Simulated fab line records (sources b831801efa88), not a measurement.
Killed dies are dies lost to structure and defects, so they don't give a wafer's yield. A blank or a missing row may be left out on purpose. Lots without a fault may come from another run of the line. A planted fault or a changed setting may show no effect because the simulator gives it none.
Comparing a struck lot with a sound one + flow sky130 + 15 out of 708 route steps
Sound: wafers L633.1, L633.2, L633.6. Wafers L636.1, L636.2, L636.3 were the ones struck. The cause comes at the end.
Each step with rows lists, per side, the tool, then ch with its chambers, then its first start. Under that, the readings that differ: sound wafers + struck wafers + difference of the means + sigmas: that difference in standard deviations of wafers without a fault.
alike: words and numbers the same on both sides, and readings whose means are apart by under 2 such deviations; not compared: readings that were withheld, readings missing a value for some wafer, numbers with overlapping values and no deviation given by the record, and bounds like >300 which may hide the same value.
Wherever a step has rows on one side only, a row that says differs or no value, or a row with sigmas, the two part there. Numbers that don't overlap but have no deviation are shown without sigmas and don't part them. Lack of a reading on every wafer of one side parts them only where that side has two or more wafers.

first, 3 steps without rows for these wafers: SKY_SD_P_EXPOSE_04 (exposes mask PSDM, target cd 380 nm); SKY_SD_P_PEB_05; SKY_SD_P_DEVELOP_06 (develop time 60 s).
SKY_SD_P_CD_MEAS_07: target cd 380 nm.
  struck on cd sem-01, day 29 00:13; sound on cd sem-01, day 27 17:55
  alike: cd nm
SKY_SD_P_OVL_MEAS_08:
  struck on overlay-02, day 29 00:20; sound on overlay-01, day 27 18:02
  alike: SD_P_OVL
then, 1 step without rows for these wafers: SKY_SD_P_IMPLANT_09.
SKY_SD_P_STRIP_10: strips in O2/N2.
  sound on plasma asher-01 ch 0,1, day 27 18:13; struck on plasma asher-01 ch 0,1, day 29 00:31
  alike: drypump motor current A, oes product au, strip time to endpoint s
  not compared: rf hours counter h
SKY_SD_P_TW_MEAS_11:
  struck on film metro-02, day 29 00:37; sound on film metro-02, day 27 18:19
  alike: SD_P_TW
then, 4 steps without rows for these wafers: SKY_RES_XHIGH_DEHYDRATE_00 (time 60 s); SKY_RES_XHIGH_HMDS_01 (prime time 60 s); SKY_RES_XHIGH_COAT_02 (resist thk 1140 nm); SKY_RES_XHIGH_SOFTBAKE_03 (time 60 s).
SKY_RES_XHIGH_EXPOSE_04: exposes mask URPM, target cd 1270 nm.
  sound on iline stepper-01 ch 0, day 28 08:58; struck on iline stepper-01 ch 0, day 29 15:27
| reading                           | sound                   | struck               | difference | sigmas |
|-----------------------------------|-------------------------|----------------------|------------|--------|
| model.RES_XHIGH.overlay x nm (nm) | 0.01038 0.01038 0.01038 | -96.44 -96.44 -96.44 | -96.45     |        |
  alike: mask, reticle temp C
then, 1 step without rows for these wafers: SKY_RES_XHIGH_PEB_05.
-- here the record skips 19 days between the struck wafers' starts before and after, leaving off in module RES_XHIGH and picking up in module PAD_OPEN (first step shown: number 708 of the route) --
SKY_PAD_OPEN_PROBE_99:
  only the struck wafers here have rows in the record (prober-02, day 48 09:39); the sound ones have none

== WHERE THEY PART ==
Only at SKY_PAD_OPEN_PROBE_99, within this record.

WHY: the cause the simulator had injected
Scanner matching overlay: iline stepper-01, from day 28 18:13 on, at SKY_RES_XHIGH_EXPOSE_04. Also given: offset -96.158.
